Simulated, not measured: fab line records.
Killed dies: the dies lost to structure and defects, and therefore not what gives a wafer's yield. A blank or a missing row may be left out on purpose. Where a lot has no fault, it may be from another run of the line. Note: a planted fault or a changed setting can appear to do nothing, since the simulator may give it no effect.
Matching of chambers    flow sfqLine    SFQ_TRILAYER_I7_DEP_PECVD_183 on pecvd-04: 3 sister chambers
The step deposits SiO2 from SiH4/N2O, time 111.11 s, target thk 500 nm. 6 wafers are shown with their chamber, then 7 later ones without.

WAFERS WITH THEIR CHAMBER
wafer   chamber  heaterPowerW (W)  throttleValvePct (%)
L673.1  0        81                24.8
L673.2  2        79                24.3
L678.4  1        107               23.9
L678.6  0        85                24.8
L681.1  2        68                24.4
L681.4  1        109               24.3

WAFERS WHOSE CHAMBER IS MISSING
wafer   heaterPowerW (W)  throttleValvePct (%)
L681.6  81                24.7
L682.2  73                24.6
L682.3  74                24.9
L682.5  80                24.9
L686.1  84                25.0
L686.3  75                24.4
L686.5  85                24.6

THE CHAMBER EACH PASSED THROUGH
wafer   from the rows above      in truth
L681.6  can't be placed: 0 or 2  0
L682.2  can't be placed: 2 or 0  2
L682.3  can't be placed: 0 or 2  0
L682.5  0                        0
L686.1  0                        0
L686.3  2                        2
L686.5  can't be placed: 0 or 2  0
Correctly placed: 3 of 7. From these rows, 4 cannot be placed; in 4 the true chamber is one of the candidates. Number placed wrongly: 0.
How it was worked out, from the rows above alone: a wafer's distance from a chamber is the root of the sum, over the readings, of the square of ((its reading less the chamber's mean) divided by the reading's scatter). The wafer belongs to the nearest chamber; if the next one is less than 2 further off, it can't be placed. For every chamber, the mean is computed from those of its wafers that are shown. The scatter is the square root of a quotient: the sum, over the shown wafers, of each reading's squared deviation from its chamber's mean, divided by wafers minus chambers.
